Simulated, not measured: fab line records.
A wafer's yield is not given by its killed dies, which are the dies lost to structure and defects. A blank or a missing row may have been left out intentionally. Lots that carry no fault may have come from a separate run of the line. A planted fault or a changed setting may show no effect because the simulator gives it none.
Which of the tools did it? | flow gf180mcu | 36 wafers from 12 lots sampled at 2 of the route's 602 steps

## WHAT THE GAUGES SHOWED, per wafer
GF_V3_OVL_MEAS_15. Usual: V3_OVL -1 nm, standard deviation 5.2.
lot  | measured     | on         | V3_OVL (nm) | flag
L469 | day 22 14:11 | overlay-01 | -4 -1 -2    |
L470 | day 22 19:46 | overlay-02 | 3 0 -4      |
L475 | day 24 16:22 | overlay-01 | 7 0 4       |
L476 | day 24 22:44 | overlay-01 | -3 -5 -2    |
L477 | day 25 09:13 | overlay-02 | -3 2 -3     |
L478 | day 25 11:58 | overlay-02 | 7 2 12      |
L481 | day 26 19:40 | overlay-01 | 5 5 -1      |
L482 | day 26 23:52 | overlay-01 | -5 -5 -10   |
L483 | day 27 12:19 | overlay-01 | -8 -9 -2    |
L485 | day 27 23:40 | overlay-01 | 5 0 -3      |
L491 | day 29 09:46 | overlay-02 | -2 -3 -7    |
L492 | day 29 19:17 | overlay-01 | -7 -7 -10   |

GF_MIM_RS_MEAS_10: measurement is done with a four-point probe. Usual: MIM_ALCU_RS 0.1598 ohm/sq, standard deviation 0.0021.
lot  | measured     | on            | MIM_ALCU_RS (ohm/sq) | flag
L469 | day 24 17:43 | film metro-02 | 0.1594 0.1597 0.1591 |
L470 | day 24 21:18 | film metro-04 | 0.1630 0.1643 0.1637 |
L475 | day 26 15:39 | film metro-04 | 0.1611 0.1610 0.1593 |
L476 | day 26 22:08 | film metro-03 | 0.1607 0.1570 0.1600 |
L477 | day 27 10:40 | film metro-02 | 0.1609 0.1585 0.1590 |
L478 | day 27 11:01 | film metro-02 | 0.1629 0.1638 0.1595 |
L481 | day 28 16:29 | film metro-03 | 0.1619 0.1603 0.1587 |
L482 | day 28 20:45 | film metro-02 | 0.1600 0.1591 0.1590 |
L483 | day 29 08:29 | film metro-04 | 0.1576 0.1595 0.1593 |
L485 | day 29 19:34 | film metro-04 | 0.1598 0.1564 0.1597 |
L491 | day 31 03:29 | film metro-02 | 0.1593 0.1602 0.1602 |
L492 | day 31 11:40 | film metro-02 | 0.1593 0.1600 0.1560 |

## WHICH TOOL RAN EACH LOT (tool, then ch and the chambers of the sampled wafers, then the start)
There is no process step in the record ahead of these readings.

## WHAT THE TOOLS THEMSELVES READ (means of the sampled wafers that have a number; where no wafer has one, the mark that the record gives instead)
The record holds no such reading with a usual standard deviation.

## THE ANSWER, worked out from the rows above alone
Rule: a lot is off if the mean of its wafers that have a number lies more than 3 standard deviations from the usual mean. A lot without any number at a reading at which 4 lots or more have one is off too. Where the step has rows for the other lots, those lots are counted as sound. The gauges are gone through in route order, then the tools' own readings, and for those a lot's mean is taken as printed above. At the first step where some lot is off, the reading lying furthest off is the one used; lots without a number count as furthest.
Across all readings shown, no lot is off: no conclusion can be drawn from this.

## WHAT THE SIMULATOR HAD INSERTED
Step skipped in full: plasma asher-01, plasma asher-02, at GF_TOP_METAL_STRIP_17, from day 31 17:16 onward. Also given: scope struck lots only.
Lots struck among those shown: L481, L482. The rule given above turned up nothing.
